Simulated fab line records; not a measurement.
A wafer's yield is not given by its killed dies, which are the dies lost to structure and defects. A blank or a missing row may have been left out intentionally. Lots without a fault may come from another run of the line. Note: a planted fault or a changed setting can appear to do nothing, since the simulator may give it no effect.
Matching of chambers | flow gf180mcu | rie-diel-04 running GF_SAB_ETCH_11: 4 sister chambers
The step etches SiO2 in C4F8/O2/Ar, target depth 55 nm, time 8.5 s. 4 wafers are shown with their chamber, then 7 later ones without.

== WAFERS PAIRED WITH THEIR CHAMBERS ==
wafer  | chamber | oes-product-au (a.u.)
L207.2 | 0       | 0.993
L207.4 | 2       | 0.989
L208.2 | 1       | 0.988
L208.4 | 3       | 1.026

== WAFERS WITH NO CHAMBER GIVEN ==
wafer  | oes-product-au (a.u.)
L208.6 | 0.997
L209.2 | 1.005
L209.3 | 0.988
L209.5 | 1.013
L210.1 | 0.984
L210.3 | 0.979
L210.6 | 0.984

== CHAMBER TAKEN BY EACH ==
wafer  | from the rows above               | in truth
L208.6 | can't be placed: 0 or 2 or 1      | 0
L209.2 | can't be placed: 0 or 2 or 1 or 3 | 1
L209.3 | can't be placed: 1 or 2 or 0      | 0
L209.5 | can't be placed: 3 or 0 or 2 or 1 | 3
L210.1 | can't be placed: 1 or 2 or 0      | 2
L210.3 | can't be placed: 1 or 2 or 0      | 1
L210.6 | can't be placed: 1 or 2 or 0      | 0
Correctly placed: 0 of 7. From these rows, 7 cannot be placed; in 7 the true chamber is one of the candidates. 0 placed wrongly.
How it was worked out, from the rows above alone: a wafer's distance from a chamber is the root of the sum, over the readings, of the square of ((its reading less the chamber's mean) divided by the reading's scatter). The wafer belongs to the nearest chamber; if the next one is less than 2 further off, it can't be placed. The mean given for a chamber averages the wafers shown for that chamber. The scatter: root of mean squared gap, hidden wafer to nearest shown wafer, with one shown wafer a chamber.
